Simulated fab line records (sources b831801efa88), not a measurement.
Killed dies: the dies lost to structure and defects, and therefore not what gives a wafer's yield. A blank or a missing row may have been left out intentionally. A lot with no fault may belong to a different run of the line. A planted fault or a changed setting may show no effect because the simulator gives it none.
2 desks, one fault :: flow sfq-line :: each desk holds nothing but its own numbers, with what lay behind them at the end

## FROM THE METROLOGY DESK
What the gauges read for every lot (on any tool): the sampled wafers with a number, averaged. If a lot's mean is further than 4 standard deviations from the usual mean, the lot is out of limits and carries the mark OUT (the distance appears in the brackets).
Columns: A = M1_NB_RS at SFQ_M1_RS_MEAS_909, usual 0.891 ohm/sq; B = M1_OVL at SFQ_M1_OVL_MEAS_911, usual -2 nm
lot: L422
first seen here: day 11 03:26
A: 0.878
B: -3

lot: L427
first seen here: day 12 09:29
A: 0.881
B: 2

lot: L428
first seen here: day 12 15:25
A: 0.893
B: 2

lot: L430
first seen here: day 12 23:50
A: 0.873
B: -1

lot: L438
first seen here: day 15 07:53
A: 0.898
B: -4

lot: L444
first seen here: day 17 01:45
A: 0.902
B: 4
This desk's finding: nothing out of limits on any of the 6 lots.

## TOOL OWNER'S DESK, rie-metal-04
The tool's own readings at SFQ_TRILAYER_M1_BARC_OPEN_METAL_ETCH_054 (etches BARC in O2, target depth 125 nm, time 41.7 s): means of the sampled wafers that have a number, for each lot that ran on this tool. If a lot's mean is further than 4 standard deviations from the usual mean, the lot is out of limits and carries the mark OUT (the distance appears in the brackets).
Columns: A = drypump-motor-current-A at SFQ_TRILAYER_M1_BARC_OPEN_METAL_ETCH_054, usual 5.34 A; B = oes-product-au at SFQ_TRILAYER_M1_BARC_OPEN_METAL_ETCH_054, usual 0.684 a.u.
lot: L427
first seen here: day 17 01:51
A: 5.26
B: 0.682

lot: L428
first seen here: day 17 11:26
A: 5.08
B: 0.686

lot: L444
first seen here: day 22 11:20
A: 5.09
B: 0.685
This desk's finding: nothing out of limits on any of the 3 lots.

## PUT TOGETHER
The metrology desk saw nothing out of limits.
Nothing out of limits was seen by the tool owner's desk.

## WHAT WAS PUT IN BY THE SIMULATOR
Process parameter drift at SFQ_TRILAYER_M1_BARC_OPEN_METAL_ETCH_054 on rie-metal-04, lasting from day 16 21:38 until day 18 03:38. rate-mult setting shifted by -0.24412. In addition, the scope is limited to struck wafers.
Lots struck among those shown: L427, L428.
